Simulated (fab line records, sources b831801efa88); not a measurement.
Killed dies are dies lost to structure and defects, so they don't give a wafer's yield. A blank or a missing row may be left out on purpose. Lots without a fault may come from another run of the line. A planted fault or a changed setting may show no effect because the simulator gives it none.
A struck lot beside a sound one | flow gf180mcu | 14 steps out of a route of 602
Sound: wafers L636.1, L636.4, L636.5. Struck: wafers L641.3, L641.5. (L641.1 of the same lot was not struck and is left out.) The cause comes at the end.
At each step with rows: each side's tool, then ch and its chambers, then its first start. Under that, the readings that differ: sound wafers | struck wafers | difference of the means | sigmas: that difference in standard deviations of wafers without a fault.
alike: readings whose means differ by less than 2 such deviations, and words and numbers that are the same on both sides. not compared: withheld readings, readings that some wafer has no value for, bounds like >300 that may hide the same value, and numbers for which the record gives no deviation and whose values overlap.
The two part at a step that has a row with sigmas, a row that says differs or no value, or rows on one side only. Numbers that don't overlap but have no deviation are shown without sigmas and don't part them. A reading that every wafer of one side lacks parts them only if that side has two wafers or more.

GF_V5_OVL_MEAS_15:
  sound on overlay-02, day 28 11:40; struck on overlay-02, day 29 18:07
  alike: V5_OVL
GF_V5_ETCH_16: etches BARC in N2/H2.
  sound on rie_diel-01 ch 2,3, day 28 11:43; struck on rie_diel-01 ch 0,2, day 29 18:10
  alike: bias_w, chamber_pressure_mTorr, drypump_motor_current_A, oes_product_au, throttle_valve_pct
GF_V5_ETCH_17: etches SiO2 in C4F8/O2/Ar, stops on TiN, target depth 855 nm.
  sound on rie_diel-01 ch 2,3; struck on rie_diel-01 ch 0,2
  alike: bias_w, chamber_pressure_mTorr, oes_product_au
GF_V5_STRIP_18: strips in O2/N2.
  sound on plasma_asher-04 ch 0,1, day 28 11:52; struck on plasma_asher-02 ch 0,1, day 29 18:19
  reading             | sound                | struck        | difference | sigmas
  heater_power_w (W)  | 320 267 270          | 358 357       | +72        | +2
  o2_flow_sccm (sccm) | 3005 3007 3004       | 2982 2987     | -21        | -2
  platen_temp_c (C)   | 250.16 250.21 250.05 | 249.80 249.76 | -0.36      | -2
  alike: chamber_pressure_mTorr, drypump_motor_current_A, oes_product_au
  not compared: rf_hours_counter_h
then, 4 steps without rows for these wafers: GF_V5_STRIP_19 (strips in post etch residue remover, time 1200 s); GF_V5_CLEAN_20 (cleans in DIW); GF_V5_SPUTTER_21 (material Ti, target thk 15 nm, time 80.02 s); GF_V5_SPUTTER_22 (material TiN, target thk 10 nm, time 40 s).
GF_V5_CVD_23: deposits W, target thk 350 nm, time 104.9 s.
  sound on cvd_w-02 ch 0,1, day 28 12:32; struck on cvd_w-02 ch 0,1, day 29 18:57
  alike: heater_power_w
GF_V5_RS_MEAS_24: measures by four-point-probe.
  sound on film_metro-03, day 28 12:39; struck on film_metro-01, day 29 19:04
  alike: V5_W_RS
GF_V5_THK_MEAS_25: measures by xrf.
  sound on film_metro-03, day 28 12:46; struck on film_metro-01, day 29 19:11
  alike: V5_W_THK
then, 1 step without rows for these wafers: GF_V5_CMP_26 (polishes, stops on SiO2, t overpolish 15 s, target thk 0 nm).
GF_TOP_METAL_SPUTTER_00: material Ti, target thk 37.5 nm, time 150 s.
  sound on pvd_sputter-02, day 28 13:08; struck on pvd_sputter-04, day 29 19:32
  reading                                      | sound             | struck   | difference | sigmas
  model.Ti_of_TOP_METAL_SPUTTER_00.thk_nm (nm) | 37.58 38.47 38.29 | 60 59.34 | +22        |
  alike: throttle_valve_pct
GF_TOP_METAL_SPUTTER_01: material TiN, target thk 30 nm, time 25 s.
  sound on pvd_sputter-02, day 28 13:14; struck on pvd_sputter-04, day 29 19:38
  alike: throttle_valve_pct

WHERE THEY PART
Only at GF_V5_STRIP_18, within this record. Later steps at which nothing parts them and some readings are alike: GF_V5_CVD_23, GF_V5_RS_MEAS_24, GF_V5_THK_MEAS_25, GF_TOP_METAL_SPUTTER_00, GF_TOP_METAL_SPUTTER_01.

WHY: what the simulator had put in
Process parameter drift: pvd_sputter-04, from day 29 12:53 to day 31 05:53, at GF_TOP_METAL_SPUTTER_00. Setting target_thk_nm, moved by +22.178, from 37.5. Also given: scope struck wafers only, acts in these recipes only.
